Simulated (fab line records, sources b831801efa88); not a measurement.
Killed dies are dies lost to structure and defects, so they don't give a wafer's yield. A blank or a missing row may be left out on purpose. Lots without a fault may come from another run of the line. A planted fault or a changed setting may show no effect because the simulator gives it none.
fab line records | flow sky130
record lots=13 wafers=39 last_day=50
route steps=708 shown FIELD_ISO@3 PAD_OPEN@708
lots that met no fault: from a run of the same line without faults
start_h: hours from the record's first day to the start of the lot's first wafer shown | wait_h: hours since the lot's step before | " the same as in the row above | L1.1+2: a row that stands for several wafers | - no value, or no start given | * or withheld: withheld | < > ~ a bound
route shown NAME@n: a module of which the file shows steps, and the number in the route of the first | usual: mean/standard deviation of fault-free wafers | same: alike in all rows | chamber/n: place in a boat | sites: the reading at each site | _std_site: their standard deviation | _edge_site: outer sites' mean less inner sites' | radius_mm: how far each site lies from the wafer's centre | mask NAME#n: copy n | behind: the tool/chamber that last shaped the wafer | hold: why the lot was held/for how many hours/how that ended | device: the transistor (n, p or np) that didn't switch | end of line: the same wafers' tests at the end of the route | a step without rows: its recipe alone | killed: dies lost to structure and defects at the first sort, not the wafer's yield | map: a wafer's dies, x killed, . not, _ none there
set.NAME: the setting as run; set.NAME@STEP: as run at that earlier step | model.NAME: the simulator's own value behind a step, which no gauge read
steps of the route over a sample of lots; a table a step, a row a wafer
services: from which hour (start_h, from the record's first day; less than 0 if before it) a tool's chamber was out of use, for how many hours, and why
## steps
# step SKY_FIELD_ISO_THK_MEAS_02
# recipe reads=SiO2_of_FIELD_ISO_OXIDATION_01
# usual FIELD_ISO_OXIDATION_00_THK=11.97/0.26
# columns lot.wafer tool chamber start_h wait_h FIELD_ISO_OXIDATION_00_THK[nm]
L651.1 film_metro-02 - 12.48 0.0 11.64
L651.2 " - " " 11.71
L651.5 " - " " 11.61
L652.1 film_metro-04 - 19.98 0.0 11.90
L652.2 " - " " 11.96
L652.3 " - " " 11.79
L653.1 film_metro-04 - 23.11 0.0 12.19
L653.2 " - " " 11.95
L653.4 " - " " 11.90
L654.3 film_metro-04 - 28.38 0.0 11.58
L654.5 " - " " 11.75
L654.6 " - " " 11.66
L655.1 film_metro-02 - 32.44 0.0 12.07
L655.3 " - " " 11.90
L655.4 " - " " 11.77
L656.2 film_metro-04 - 36.64 0.0 12.13
L656.4 " - " " 12.18
L656.5 " - " " 12.21
L657.2 film_metro-03 - 42.35 0.0 12.40
L657.4 " - " " 12.41
L657.5 " - " " 12.39
L658.1 film_metro-02 - 47.69 0.0 11.96
L658.3 " - " " 12.29
L658.6 " - " " 12.12
L659.1 film_metro-03 - 52.48 0.0 12.02
L659.4 " - " " 11.97
L659.5 " - " " 11.81
L660.3 film_metro-03 - 56.75 0.0 11.54
L660.4 " - " " 11.46
L660.6 " - " " 11.71
L661.3 film_metro-04 - 65.13 0.0 12.15
L661.4 " - " " 11.98
L661.6 " - " " 12.22
L664.1 film_metro-02 - 81.18 0.0 12.10
L664.2 " - " " 12.00
L664.6 " - " " 12.28
L674.2 film_metro-04 - 127.38 0.0 12.35
L674.3 " - " " 12.35
L674.5 " - " " 12.32
# step SKY_FIELD_ISO_ETCH_17
# recipe target_depth_a=3420 mask_material=Si3N4 chemistry=HBr/Cl2/O2 target=Si taper_deg=5 icp_w=600 bias_w=150 pressure_mtorr=15 HBr_flow_sccm=150 Cl2_flow_sccm=40 O2_flow_sccm=6 time_s=97.7
# usual HBr_flow_sccm=150.0/0.42 drypump_motor_current_A=5.8/0.44 oes_product_au=0.999/0.011 rf_fwd_power_W=596.2/2.3 throttle_valve_pct=25.658/0.011
# columns lot.wafer tool chamber start_h wait_h HBr_flow_sccm drypump_motor_current_A oes_product_au rf_fwd_power_W rf_hours_counter_h throttle_valve_pct
L651.1 rie_si-01 0 28.61 0.1 149.8 5.4 0.997 595.2 1 25.659
L651.2 " 1 " " 149.4 5.7 0.996 594.3 1 25.657
L651.5 " 0 " " 149.8 5.4 1.004 595.4 - 25.648
L652.1 rie_si-02 2 36.11 0.1 149.5 5.8 0.993 598.3 2 25.653
L652.2 " 0 " " 150.4 6.6 0.978 597.2 91 25.675
L652.3 " 3 " " 149.6 6.4 1.015 596.5 143 25.649
L653.1 rie_si-02 1 42.58 0.1 149.6 6.2 0.992 594.6 2 25.660
L653.2 " 3 " " 149.6 6.3 0.996 597.6 143 25.643
L653.4 " 2 " " 150.1 5.7 0.996 598.6 2 25.650
L654.3 rie_si-02 1 47.46 0.0 149.1 6.2 0.988 595.9 2 25.664
L654.5 " 1 " " 149.6 6.2 0.986 593.7 - 25.668
L654.6 " 2 " " 149.9 5.8 0.997 595.5 - 25.667
L655.1 rie_si-01 0 55.48 0.1 150.7 5.3 1.002 598.3 2 25.652
L655.3 " 1 " " 149.6 5.7 1.003 594.7 1 25.662
L655.4 " 2 " " 149.9 5.6 1.008 597.6 3 25.655
L656.2 rie_si-02 0 55.83 0.1 149.6 6.6 0.994 598.1 91 25.669
L656.4 " 2 " " 150.0 5.8 0.993 598.2 2 25.674
L656.5 " 0 " " 150.3 6.6 0.995 596.2 - 25.659
L657.2 rie_si-02 1 61.88 0.1 150.1 6.2 0.983 592.8 2 25.668
L657.4 " 2 " " 150.3 5.8 0.995 596.7 3 25.674
L657.5 " 1 " " 149.6 6.1 0.979 595.0 - 25.660
L658.1 rie_si-01 3 65.78 0.1 149.8 5.2 0.994 596.0 29 25.657
L658.3 " 2 " " 150.0 5.6 1.004 599.6 3 25.648
L658.6 " 0 " " 149.9 5.4 1.006 592.1 - 25.652
L659.1 rie_si-02 3 70.48 0.1 149.6 6.4 1.012 600.0 143 25.651
L659.4 " 0 " " 150.3 6.6 0.993 591.4 91 25.657
L659.5 " 1 " " 149.5 6.2 0.986 593.4 - 25.650
L660.3 rie_si-01 0 76.51 0.0 149.9 5.4 1.004 593.8 2 25.655
L660.4 " 1 " " 149.8 5.7 1.000 595.8 1 25.660
L660.6 " 0 " " 149.7 5.4 0.998 591.2 - 25.655
L661.3 rie_si-01 0 84.58 0.0 149.1 5.4 1.000 595.0 2 25.640
L661.4 " 2 " " 149.8 5.6 1.010 594.6 3 25.655
L661.6 " 1 " " 149.9 5.7 1.000 597.6 - 25.662
L664.1 rie_si-01 2 99.08 0.1 150.3 5.6 1.017 597.9 3 25.648
L664.2 " 3 " " 149.9 5.2 1.009 598.4 30 25.635
L664.6 " 1 " " 150.0 5.7 1.014 597.8 - 25.651
L674.2 rie_si-01 3 149.48 0.1 151.0 5.2 1.007 598.2 30 25.676
L674.3 " 0 " " 149.7 5.4 1.005 594.9 2 25.663
L674.5 " 2 " " 150.3 5.6 1.014 600.7 - 25.638
# step SKY_FIELD_ISO_THK_MEAS_25
# recipe reads=SiO2_of_FIELD_ISO_CVD_24
# usual FIELD_ISO_CVD_24_THK=596/5.6
# columns lot.wafer tool chamber start_h wait_h FIELD_ISO_CVD_24_THK[nm]
L651.1 film_metro-02 - 31.06 0.0 599
L651.2 " - " " 591
L651.5 " - " " 589
L652.1 film_metro-03 - 37.94 0.0 605
L652.2 " - " " 608
L652.3 " - " " 600
L653.1 film_metro-03 - 44.62 0.0 594
L653.2 " - " " 603
L653.4 " - " " 598
L654.3 film_metro-02 - 49.42 0.1 597
L654.5 " - " " 590
L654.6 " - " " 583
L655.1 film_metro-03 - 58.03 0.0 595
L655.3 " - " " 600
L655.4 " - " " 598
L656.2 film_metro-04 - 58.04 0.0 613
L656.4 " - " " 605
L656.5 " - " " 594
L657.2 film_metro-02 - 67.81 0.0 592
L657.4 " - " " 589
L657.5 " - " " 587
L658.1 film_metro-04 - 67.88 0.0 596
L658.3 " - " " 597
L658.6 " - " " 599
L659.1 film_metro-02 - 77.22 0.0 595
L659.4 " - " " 598
L659.5 " - " " 592
L660.3 film_metro-02 - 82.46 0.1 603
L660.4 " - " " 601
L660.6 " - " " 598
L661.3 film_metro-02 - 90.54 0.1 603
L661.4 " - " " 604
L661.6 " - " " 595
L664.1 film_metro-03 - 100.73 0.0 594
L664.2 " - " " 589
L664.6 " - " " 595
L674.2 film_metro-03 - 151.14 0.0 598
L674.3 " - " " 602
L674.5 " - " " 599
# step SKY_FIELD_ISO_CMP_27
# recipe stop_on=Si3N4 t_overpolish_s=16 down_force_psi=4 platen_rpm=60 target_thk_nm=457.8 pad_velocity_m_s=0.94248
# usual head_pressure_psi=3.999/0.0084 motor_current_A=12.3/0.98 overpolish_run_s=16.001/0.0081 time_to_endpoint_s=112/3.9
# columns lot.wafer tool chamber start_h wait_h head_pressure_psi motor_current_A overpolish_run_s time_to_endpoint_s
L651.1 cmp-02 0 33.94 0.0 4.004 12.3 16.009 116
L651.2 " 2 " " 4.010 12.8 15.989 115
L651.5 " 1 " " 4.002 13.2 16.011 112
L652.2 cmp-01 1 40.70 0.1 3.989 11.4 15.998 114
L652.3 " 2 " " 4.001 11.6 16.001 107
L652.1 " 3 " " 3.993 11.1 15.999 112
L653.1 cmp-01 3 46.18 0.0 4.000 11.0 16.007 112
L653.4 " 0 " " 3.995 13.3 15.991 116
L653.2 " 1 " " 4.000 11.1 16.003 119
L654.3 cmp-01 2 51.01 0.1 3.996 11.7 15.998 110
L654.6 " 1 " " 3.998 10.8 15.998 113
L654.5 " 2 " " 3.996 12.0 15.989 110
L655.3 cmp-02 3 60.93 0.0 4.010 12.9 16.000 111
L655.4 " 0 " " 3.990 11.5 15.988 110
L655.1 " 1 " " 3.989 13.7 15.994 109
L656.2 cmp-02 2 61.23 0.3 4.004 12.9 16.006 118
L656.4 " 3 " " 3.998 12.2 16.002 116
L656.5 " 2 " " 3.996 12.4 16.005 111
L657.2 cmp-02 0 75.07 0.1 3.993 12.3 16.009 106
L657.4 " 2 " " 4.014 13.6 16.001 111
L657.5 " 1 " " 3.978 13.5 16.007 108
L658.1 cmp-02 0 75.42 0.5 3.985 12.6 16.001 109
L658.3 " 2 " " 4.014 13.1 15.991 114
L658.6 " 3 " " 3.988 12.9 15.991 112
L659.1 cmp-01 0 82.78 0.1 3.995 13.3 16.003 122
L659.4 " 1 " " 3.992 11.3 15.992 120
L659.5 " 2 " " 4.001 11.6 16.000 117
L660.4 cmp-02 2 88.45 0.1 4.005 13.5 16.000 111
L660.3 " 3 " " 3.991 12.1 15.997 111
L660.6 " 0 " " 4.013 11.6 15.997 106
L661.4 cmp-02 0 94.90 0.0 4.012 11.9 15.991 111
L661.3 " 3 " " 3.999 12.7 15.987 114
L661.6 " 1 " " 4.012 13.6 16.013 111
L664.1 cmp-01 0 103.61 0.0 3.992 13.0 15.990 116
L664.2 " 1 " " 4.004 11.2 16.015 119
L664.6 " 0 " " 3.991 13.7 15.999 114
L674.3 cmp-02 1 152.69 0.0 3.986 13.4 15.993 109
L674.2 " 3 " " 3.995 13.1 16.002 112
L674.5 " 2 " " 4.004 13.8 16.007 64
# step SKY_PAD_OPEN_PROBE_99
# usual killed_at_M0_to_M3=43/6.8 killed_at_M4_up=3.2/1.8 killed_at_contacts=24/6.2 killed_at_front_end=15/4.7 killed_at_other=0.4/0.63 killed_dies=86/9.6 killed_open=47/6.9 killed_short=39/6.3
# same gross_dies=492 killed_at_back_side=0
# columns lot.wafer tool chamber start_h wait_h killed_at_M0_to_M3 killed_at_M4_up killed_at_contacts killed_at_front_end killed_at_other killed_dies killed_open killed_short
L651.1 prober-01 - 1069.62 0.1 42 1 17 22 2 84 41 43
L651.2 prober-01 - 1069.67 0.1 41 3 21 12 0 77 42 35
L651.5 prober-01 - 1069.82 0.2 42 3 19 20 0 84 47 37
L652.1 prober-02 - 1080.48 0.1 41 2 27 16 0 86 51 34
L652.2 prober-02 - 1080.53 0.1 51 4 22 22 0 99 58 41
L652.3 prober-02 - 1080.58 0.2 39 1 27 18 0 85 50 34
L653.1 prober-01 - 1087.86 0.1 28 3 34 19 0 84 48 35
L653.2 prober-01 - 1087.91 0.1 61 3 24 13 1 102 54 45
L653.4 prober-01 - 1088.01 0.2 43 6 32 22 2 105 55 48
L654.3 prober-02 - 1091.11 0.2 47 0 17 8 1 73 45 28
L654.5 prober-02 - 1091.21 0.2 41 2 26 5 0 74 49 25
L654.6 prober-02 - 1091.26 0.2 49 0 21 8 1 79 43 35
L656.2 prober-01 - 1099.54 0.1 45 5 23 20 0 93 46 46
L656.4 prober-01 - 1099.64 0.2 36 4 33 13 0 86 49 37
L656.5 prober-01 - 1099.69 0.2 38 0 25 14 0 77 46 31
L655.1 prober-02 - 1112.03 0.1 46 2 29 13 1 91 49 40
L655.3 prober-02 - 1112.13 0.2 51 3 15 15 0 84 47 37
L655.4 prober-02 - 1112.18 0.2 36 5 30 22 0 93 52 40
L657.2 prober-01 - 1119.08 0.1 49 3 26 16 0 94 62 32
L657.4 prober-01 - 1119.18 0.2 42 3 25 13 1 84 43 40
L657.5 prober-01 - 1119.23 0.2 43 4 25 16 0 88 52 36
L658.1 prober-02 - 1120.63 0.1 39 5 34 13 0 91 41 50
L658.3 prober-02 - 1120.73 0.2 38 2 34 15 1 90 40 49
L658.6 prober-02 - 1120.88 0.2 46 7 21 19 1 94 45 48
L659.1 prober-01 - 1131.72 0.1 44 5 33 18 0 100 56 42
L659.4 prober-01 - 1131.87 0.2 39 7 18 18 0 82 40 41
L659.5 prober-01 - 1131.92 0.2 40 1 41 11 0 93 42 49
L660.3 prober-02 - 1139.52 0.2 38 2 26 22 0 88 50 38
L660.4 prober-02 - 1139.57 0.2 45 2 37 26 0 110 54 56
L660.6 prober-02 - 1139.67 0.2 45 8 21 16 1 91 44 47
L661.3 prober-01 - 1146.24 0.2 56 5 23 12 0 96 54 42
L661.4 prober-01 - 1146.29 0.2 50 3 26 15 0 94 56 38
L661.6 prober-01 - 1146.39 0.2 42 4 22 13 1 82 39 43
L664.1 prober-02 - 1156.86 0.1 51 3 22 17 0 93 49 44
L664.2 prober-02 - 1156.91 0.1 47 4 21 6 0 78 46 32
L664.6 prober-02 - 1157.11 0.2 34 5 17 21 1 78 44 34
L674.2 prober-01 - 1202.27 0.1 37 4 20 6 0 67 31 36
L674.3 prober-01 - 1202.32 0.2 31 3 15 14 0 63 34 27
L674.5 prober-01 - 1202.42 0.2 36 3 14 13 0 66 35 31
# killed by level:class
L651.1 VIA1:geometric_particle:open=11 METAL1:geometric_particle:short=9 FIELD_ISO:geometric_particle:short=7 LI_CONTACT:geometric_particle:open=6 VIA2:geometric_particle:open=6 CONTACT:geometric_particle:open=5 POLY_GATE:geometric_particle:open=4 VIA1:geometric_particle:short=4
L651.2 VIA2:geometric_particle:open=10 VIA3:geometric_particle:open=8 CONTACT:geometric_particle:short=7 LI_CONTACT:geometric_particle:open=6 CONTACT:geometric_particle:open=6 METAL1:geometric_particle:short=6 FIELD_ISO:geometric_particle:short=4 VIA1:geometric_particle:short=4
L651.5 VIA3:geometric_particle:open=10 VIA1:geometric_particle:open=8 FIELD_ISO:geometric_particle:short=7 CONTACT:geometric_particle:open=7 VIA2:geometric_particle:open=7 POLY_GATE:geometric_particle:open=6 LI_CONTACT:geometric_particle:short=5 POLY_GATE:geometric_particle:short=4
L652.1 LI_CONTACT:geometric_particle:open=11 CONTACT:geometric_particle:open=10 METAL1:geometric_particle:short=8 VIA1:geometric_particle:open=8 VIA2:geometric_particle:open=8 FIELD_ISO:geometric_particle:open=4 FIELD_ISO:geometric_particle:short=4 VIA1:geometric_particle:short=4
L652.2 VIA1:geometric_particle:open=17 LI_CONTACT:geometric_particle:open=11 VIA1:geometric_particle:short=9 METAL2:geometric_particle:short=7 FIELD_ISO:geometric_particle:short=6 CONTACT:geometric_particle:open=6 VIA2:geometric_particle:open=6 POLY_GATE:geometric_particle:open=5
L652.3 CONTACT:geometric_particle:open=14 VIA1:geometric_particle:open=11 POLY_GATE:geometric_particle:open=5 LI_CONTACT:geometric_particle:open=5 VIA1:geometric_particle:short=5 VIA2:geometric_particle:open=5 METAL2:geometric_particle:short=5 FIELD_ISO:geometric_particle:short=4
L653.1 CONTACT:geometric_particle:open=12 LI_CONTACT:geometric_particle:open=10 POLY_GATE:geometric_particle:open=7 VIA3:geometric_particle:open=7 FIELD_ISO:geometric_particle:short=6 CONTACT:geometric_particle:short=6 METAL2:geometric_particle:short=5 VIA1:geometric_particle:short=4
L653.2 VIA3:geometric_particle:open=12 VIA1:geometric_particle:open=11 CONTACT:geometric_particle:open=8 VIA1:geometric_particle:short=7 VIA2:geometric_particle:short=7 LI_CONTACT:geometric_particle:open=6 METAL2:geometric_particle:short=5 VIA2:geometric_particle:open=5
L653.4 VIA1:geometric_particle:open=12 CONTACT:geometric_particle:open=11 CONTACT:geometric_particle:short=8 POLY_GATE:geometric_particle:open=7 FIELD_ISO:geometric_particle:short=5 POLY_GATE:geometric_particle:short=5 VIA3:geometric_particle:open=5 LI_CONTACT:geometric_particle:open=5
L654.3 VIA1:geometric_particle:open=15 LI_CONTACT:geometric_particle:open=6 CONTACT:geometric_particle:open=6 VIA2:geometric_particle:open=5 METAL2:geometric_particle:short=5 METAL1:geometric_particle:short=4 VIA3:geometric_particle:open=4 VIA1:geometric_particle:short=3
L654.5 LI_CONTACT:geometric_particle:open=11 VIA1:geometric_particle:open=9 VIA3:geometric_particle:open=9 CONTACT:geometric_particle:open=8 VIA1:geometric_particle:short=6 VIA2:geometric_particle:open=5 LI_CONTACT:geometric_particle:short=3 METAL1:geometric_particle:open=3
L654.6 VIA1:geometric_particle:open=15 VIA2:geometric_particle:open=7 LOCAL_INTERCONNECT:geometric_particle:short=6 VIA3:geometric_particle:open=6 METAL2:geometric_particle:short=5 LI_CONTACT:geometric_particle:open=4 CONTACT:geometric_particle:short=4 CONTACT:geometric_particle:open=4
L656.2 METAL2:geometric_particle:short=12 VIA2:geometric_particle:open=9 LI_CONTACT:geometric_particle:open=8 VIA1:geometric_particle:open=7 POLY_GATE:geometric_particle:open=6 POLY_GATE:geometric_particle:short=6 LOCAL_INTERCONNECT:geometric_particle:short=6 CONTACT:geometric_particle:open=4
L656.4 CONTACT:geometric_particle:open=12 VIA1:geometric_particle:open=10 LOCAL_INTERCONNECT:geometric_particle:short=8 VIA3:geometric_particle:open=6 LI_CONTACT:geometric_particle:open=5 CONTACT:geometric_particle:short=5 VIA2:geometric_particle:open=5 METAL2:geometric_particle:short=4
L656.5 CONTACT:geometric_particle:open=12 VIA1:geometric_particle:open=12 VIA3:geometric_particle:open=7 METAL2:geometric_particle:short=6 LOCAL_INTERCONNECT:geometric_particle:short=5 VIA2:geometric_particle:open=4 FIELD_ISO:geometric_particle:open=3 FIELD_ISO:geometric_particle:short=3
L655.1 VIA1:geometric_particle:open=15 CONTACT:geometric_particle:open=9 LI_CONTACT:geometric_particle:open=8 METAL1:geometric_particle:short=8 CONTACT:geometric_particle:short=5 VIA1:geometric_particle:short=4 METAL2:geometric_particle:short=4 VIA2:geometric_particle:short=4
L655.3 VIA3:geometric_particle:open=9 METAL2:geometric_particle:short=7 CONTACT:geometric_particle:open=6 VIA1:geometric_particle:open=6 VIA2:geometric_particle:open=6 FIELD_ISO:geometric_particle:open=5 LI_CONTACT:geometric_particle:open=5 VIA1:geometric_particle:short=5
L655.4 CONTACT:geometric_particle:open=12 VIA1:geometric_particle:open=9 POLY_GATE:geometric_particle:open=6 METAL2:geometric_particle:short=5 CONTACT:geometric_particle:short=5 LI_CONTACT:geometric_particle:open=5 POLY_GATE:geometric_particle:short=4 VIA4:geometric_particle:open=4
L657.2 VIA1:geometric_particle:open=18 LI_CONTACT:geometric_particle:open=9 CONTACT:geometric_particle:open=9 VIA1:geometric_particle:short=6 FIELD_ISO:geometric_particle:open=5 METAL1:geometric_particle:short=5 VIA3:geometric_particle:short=5 VIA3:geometric_particle:open=5
L657.4 VIA2:geometric_particle:open=11 METAL1:geometric_particle:short=8 VIA1:geometric_particle:open=8 CONTACT:geometric_particle:open=7 LI_CONTACT:geometric_particle:short=6 CONTACT:geometric_particle:short=6 LI_CONTACT:geometric_particle:open=5 VIA1:geometric_particle:short=4
L657.5 CONTACT:geometric_particle:open=12 VIA1:geometric_particle:open=12 LI_CONTACT:geometric_particle:open=7 POLY_GATE:geometric_particle:open=6 VIA2:geometric_particle:open=6 VIA3:geometric_particle:open=5 POLY_GATE:geometric_particle:short=4 CONTACT:geometric_particle:short=4
L658.1 CONTACT:geometric_particle:open=10 CONTACT:geometric_particle:short=7 LI_CONTACT:geometric_particle:open=7 LOCAL_INTERCONNECT:geometric_particle:short=7 METAL2:geometric_particle:short=7 VIA1:geometric_particle:short=7 VIA1:geometric_particle:open=7 FIELD_ISO:geometric_particle:short=4
L658.3 CONTACT:geometric_particle:short=9 CONTACT:geometric_particle:open=9 LOCAL_INTERCONNECT:geometric_particle:short=8 LI_CONTACT:geometric_particle:open=7 VIA2:geometric_particle:open=6 FIELD_ISO:geometric_particle:short=5 METAL2:geometric_particle:short=5 VIA2:geometric_particle:short=5
L658.6 VIA1:geometric_particle:open=10 VIA1:geometric_particle:short=9 LI_CONTACT:geometric_particle:open=8 CONTACT:geometric_particle:open=8 METAL4:geometric_particle:short=7 VIA3:geometric_particle:open=6 FIELD_ISO:geometric_particle:short=5 FIELD_ISO:geometric_particle:open=5
L659.1 LI_CONTACT:geometric_particle:open=14 VIA3:geometric_particle:open=9 CONTACT:geometric_particle:open=8 FIELD_ISO:geometric_particle:short=7 VIA1:geometric_particle:open=7 LI_CONTACT:geometric_particle:short=5 VIA2:geometric_particle:open=5 METAL1:geometric_particle:short=4
L659.4 CONTACT:geometric_particle:open=8 VIA1:geometric_particle:open=7 VIA3:geometric_particle:open=7 METAL4:geometric_particle:short=7 LI_CONTACT:geometric_particle:short=6 VIA2:geometric_particle:open=5 FIELD_ISO:geometric_particle:short=4 VIA1:geometric_particle:short=4
L659.5 CONTACT:geometric_particle:open=14 LOCAL_INTERCONNECT:geometric_particle:short=11 METAL2:geometric_particle:short=9 LI_CONTACT:geometric_particle:open=7 VIA1:geometric_particle:open=6 VIA2:geometric_particle:short=6 LI_CONTACT:geometric_particle:short=5 METAL1:geometric_particle:short=5
L660.3 VIA3:geometric_particle:open=11 CONTACT:geometric_particle:open=10 FIELD_ISO:geometric_particle:open=7 POLY_GATE:geometric_particle:open=7 METAL1:geometric_particle:short=6 VIA1:geometric_particle:open=5 METAL2:geometric_particle:short=5 LI_CONTACT:geometric_particle:open=4
L660.4 CONTACT:geometric_particle:open=10 FIELD_ISO:geometric_particle:short=9 VIA1:geometric_particle:open=9 CONTACT:geometric_particle:short=8 FIELD_ISO:geometric_particle:open=7 LI_CONTACT:geometric_particle:open=7 METAL2:geometric_particle:short=6 LOCAL_INTERCONNECT:geometric_particle:short=6
L660.6 VIA3:geometric_particle:open=12 CONTACT:geometric_particle:short=7 METAL2:geometric_particle:short=7 VIA1:geometric_particle:open=6 CONTACT:geometric_particle:open=5 VIA1:geometric_particle:short=4 POLY_GATE:geometric_particle:open=4 POLY_GATE:geometric_particle:short=4
L661.3 VIA1:geometric_particle:open=13 CONTACT:geometric_particle:open=10 METAL3:geometric_particle:short=8 VIA3:geometric_particle:open=8 CONTACT:geometric_particle:short=5 VIA2:geometric_particle:open=5 VIA2:geometric_particle:short=5 LI_CONTACT:geometric_particle:open=4
L661.4 METAL2:geometric_particle:short=12 VIA1:geometric_particle:open=11 LI_CONTACT:geometric_particle:open=7 CONTACT:geometric_particle:open=7 FIELD_ISO:geometric_particle:open=6 CONTACT:geometric_particle:short=6 VIA3:geometric_particle:open=6 VIA2:geometric_particle:open=5
L661.6 VIA1:geometric_particle:open=11 CONTACT:geometric_particle:open=7 LI_CONTACT:geometric_particle:open=6 VIA3:geometric_particle:open=5 VIA1:geometric_particle:short=5 METAL1:geometric_particle:short=5 VIA2:geometric_particle:open=5 LI_CONTACT:geometric_particle:short=4
L664.1 VIA1:geometric_particle:open=13 METAL2:geometric_particle:short=8 CONTACT:geometric_particle:open=8 LI_CONTACT:geometric_particle:open=7 VIA1:geometric_particle:short=7 POLY_GATE:geometric_particle:short=6 VIA3:geometric_particle:open=6 VIA2:geometric_particle:open=4
L664.2 VIA1:geometric_particle:open=10 LI_CONTACT:geometric_particle:open=7 CONTACT:geometric_particle:open=7 METAL1:geometric_particle:short=7 VIA3:geometric_particle:open=7 VIA2:geometric_particle:open=6 METAL2:geometric_particle:short=5 CONTACT:geometric_particle:short=4
L664.6 VIA1:geometric_particle:open=7 CONTACT:geometric_particle:open=6 VIA3:geometric_particle:open=6 FIELD_ISO:geometric_particle:open=5 POLY_GATE:geometric_particle:open=5 METAL2:geometric_particle:short=5 FIELD_ISO:geometric_particle:short=4 POLY_GATE:geometric_particle:short=4
L674.2 VIA1:geometric_particle:open=13 CONTACT:geometric_particle:short=8 CONTACT:geometric_particle:open=6 VIA3:geometric_particle:open=6 VIA1:geometric_particle:short=5 METAL1:geometric_particle:short=4 LI_CONTACT:geometric_particle:short=3 METAL4:geometric_particle:short=3
L674.3 VIA1:geometric_particle:open=10 CONTACT:geometric_particle:open=7 FIELD_ISO:geometric_particle:open=5 LOCAL_INTERCONNECT:geometric_particle:short=4 VIA3:geometric_particle:short=4 VIA3:geometric_particle:open=4 POLY_GATE:geometric_particle:short=3 VIA1:geometric_particle:short=3
L674.5 CONTACT:geometric_particle:open=8 VIA2:geometric_particle:short=6 METAL2:geometric_particle:short=6 POLY_GATE:geometric_particle:open=5 VIA3:geometric_particle:open=5 LI_CONTACT:geometric_particle:open=4 VIA3:geometric_particle:short=4 FIELD_ISO:geometric_particle:open=3
## services
# columns tool chamber start_h hours kind
cmp-02 - 13.97 0.4 repair
cmp-01 - 16.82 1.3 repair
rie_si-02 2 47.59 3.0 repair
cmp-01 - 57.06 20.0 pm
cmp-01 - 77.05 4.0 pm
cmp-01 - 81.05 - consumable_replace:conditioner
cmp-01 - 81.05 - consumable_replace:pad
cmp-02 - 81.05 7.1 pm
cmp-01 - 83.76 1.2 repair
cmp-01 - 88.87 1.3 repair
cmp-02 - 99.99 2.1 repair
rie_si-02 3 108.79 - clean
rie_si-02 3 108.79 21.8 scheduled_down
rie_si-02 3 108.79 21.8 vent_cycle
cmp-01 - 131.79 1.5 repair
## key
first_sign step=SKY_FIELD_ISO_CMP_27 reading=time_to_endpoint_s direction=down sigmas=12 usual=* struck=*
effect none on later readings
met_at SKY_FIELD_ISO_CMP_27
struck_lots L674
struck_wafers L674.5
tester_left_out L674
not_acting_at SKY_FIELD_ISO_THK_MEAS_02,SKY_FIELD_ISO_ETCH_17,SKY_FIELD_ISO_THK_MEAS_25
onset_between 88.45 152.69
fault kind=process_parameter_drift tool=cmp-02 chamber=2 onset_h=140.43 steps=SKY_FIELD_ISO_CMP_27 channel=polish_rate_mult offset=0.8 shape=step end_h=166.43
# tester_left_out: of these lots the tester's yield and bins aren't shown, on N5 and GAA mostly nor the transistor test; their killed dies are dies lost to structure and defects alone, not to doping, threshold or leakage, so they don't give the yield
